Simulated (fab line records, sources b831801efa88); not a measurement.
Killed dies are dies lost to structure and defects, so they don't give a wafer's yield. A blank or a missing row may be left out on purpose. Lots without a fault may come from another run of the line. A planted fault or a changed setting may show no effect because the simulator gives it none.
One fault seen from 2 desks | flow sky130 | each desk has only its own numbers; what lay behind them comes last

THE TOOL OWNER'S DESK: iline_stepper-01
The tool's own readings at SKY_VIA4_EXPOSE_08 (exposes mask VIM4, target cd 800 nm): means of the sampled wafers that have a number, for each lot that ran on this tool. A lot is out of limits, marked OUT, if its mean lies more than 4 standard deviations from the usual mean; the brackets give that distance.
Columns: A = exposure_dose_mJ_cm2 at SKY_VIA4_EXPOSE_08, usual 131.99
lot  | first seen here | A
L418 | day 44 06:17    | 132.02
L429 | day 46 03:46    | 132.09
L430 | day 46 11:48    | 132.07
This desk's finding: nothing out of limits on any of the 3 lots.

THE METROLOGY DESK
What the gauges read, lot by lot, whatever tool the lot ran on: means of the sampled wafers that have a number. A lot is out of limits, marked OUT, if its mean lies more than 4 standard deviations from the usual mean; the brackets give that distance.
Columns: A = VIA4_HDPCVD_THK at SKY_VIA4_THK_MEAS_01, usual 1736 nm; B = VIA4_BOW at SKY_VIA4_BOW_MEAS_03, usual 79 um; C = VIA4_OVL at SKY_VIA4_OVL_MEAS_11, usual 0.9 nm
lot  | first seen here | A    | B  | C
L418 | day 43 18:05    | 1679 | 78 | -0.7
L421 | day 44 11:01    | 1728 | 73 | 2.5
L425 | day 45 03:12    | 1740 | 78 | 1.7
L429 | day 45 16:04    | 1763 | 80 | -0.6
L430 | day 46 01:02    | 1738 | 76 | 1.5
L435 | day 47 12:02    | 1742 | 81 | 1.2
This desk's finding: nothing out of limits on any of the 6 lots.

PUT TOGETHER
The tool owner's desk saw nothing out of limits.
The metrology desk saw nothing out of limits.

WHAT THE SIMULATOR HAD PUT IN
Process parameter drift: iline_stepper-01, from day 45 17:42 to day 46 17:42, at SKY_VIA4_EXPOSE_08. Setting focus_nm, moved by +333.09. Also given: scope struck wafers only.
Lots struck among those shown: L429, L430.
